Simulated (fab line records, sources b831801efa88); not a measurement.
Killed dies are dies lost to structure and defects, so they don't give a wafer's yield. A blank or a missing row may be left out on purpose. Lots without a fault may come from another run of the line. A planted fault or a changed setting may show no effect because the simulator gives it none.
Which tool did it? | flow gf180mcu | 7 lots, 21 wafers sampled, at 3 steps of a route of 602

WHAT THE GAUGES READ, wafer by wafer
GF_MVSD_OVL_MEAS_07.
lot  | measured    | on         | MVSD_OVL (nm)
L950 | day 4 08:50 | overlay-01 | -1.5 -0.6 0.4
L953 | day 5 12:35 | overlay-02 | 1.8 0.9 1.0
L956 | day 6 02:21 | overlay-01 | -0.5 -0.2 0.6
L962 | day 7 14:03 | overlay-01 | -0.8 -1.0 -2.0
L964 | day 8 06:05 | overlay-02 | - - -
L968 | day 9 03:51 | overlay-02 | 0.7 1.3 0.4
L971 | day 9 22:22 | overlay-02 | 0.1 0.2 0.8

WHICH TOOL RAN EACH LOT (tool, then ch and the chambers of the sampled wafers, then the start)
lot  | GF_STI_CMP_25                | GF_MVSD_COAT_02
L950 | cmp-02 ch 1,2, day 2 08:50   | litho_track-03 ch 0, day 4 01:58
L953 | cmp-01 ch 1,3, day 3 02:20   | litho_track-03 ch 0, day 5 06:29
L956 | cmp-01 ch 1,2, day 3 15:42   | litho_track-01 ch 0, day 5 19:17
L962 | cmp-02 ch 0,3, day 4 23:17   | litho_track-02 ch 0, day 7 06:47
L964 | cmp-01 ch 0,1,3, day 5 09:38 | litho_track-02, day 7 21:26
L968 | cmp-02 ch 2,3, day 6 07:02   | litho_track-03 ch 0, day 8 19:58
L971 | cmp-01 ch 0,3, day 6 22:40   | litho_track-01 ch 0, day 9 13:59
- GF_STI_CMP_25: polishes, stops on Si3N4, t overpolish 33 s, target thk 524.6 nm.
- GF_MVSD_COAT_02: resist thk 3000 nm.

THE ANSWER, worked out from the rows above alone
Rule: what is usual is taken from the lots themselves. Put in order of their means at a reading, lots are off if they are a third of the lots or fewer, leave a main group of 4 or more, and stand apart from it by a gap of 3 or more times the standard deviation of the main group's means; of several such gaps the widest counts. A main group whose means are all the same, to the digits that the tables above print for the reading, isn't used. A lot without any number at a reading at which 4 lots or more have one is off too. The other lots that the step has rows for count as sound.
Off: L964, at GF_MVSD_OVL_MEAS_07 (MVSD_OVL). Without a number there: L964. The main group: mean 0.1 nm, standard deviation 0.83.
A tool fits if, at a process step before that reading, it ran every lot that is off, and no sound lot after the first of them. The gauges at GF_MVSD_OVL_MEAS_07 are tried like those tools. One fits: litho_track-02 at GF_MVSD_COAT_02. Its last sound lot is L962 (day 7 06:47), its first lot that is off L964 (day 7 21:26): a fault that began between those two fits.

WHAT THE SIMULATOR HAD PUT IN
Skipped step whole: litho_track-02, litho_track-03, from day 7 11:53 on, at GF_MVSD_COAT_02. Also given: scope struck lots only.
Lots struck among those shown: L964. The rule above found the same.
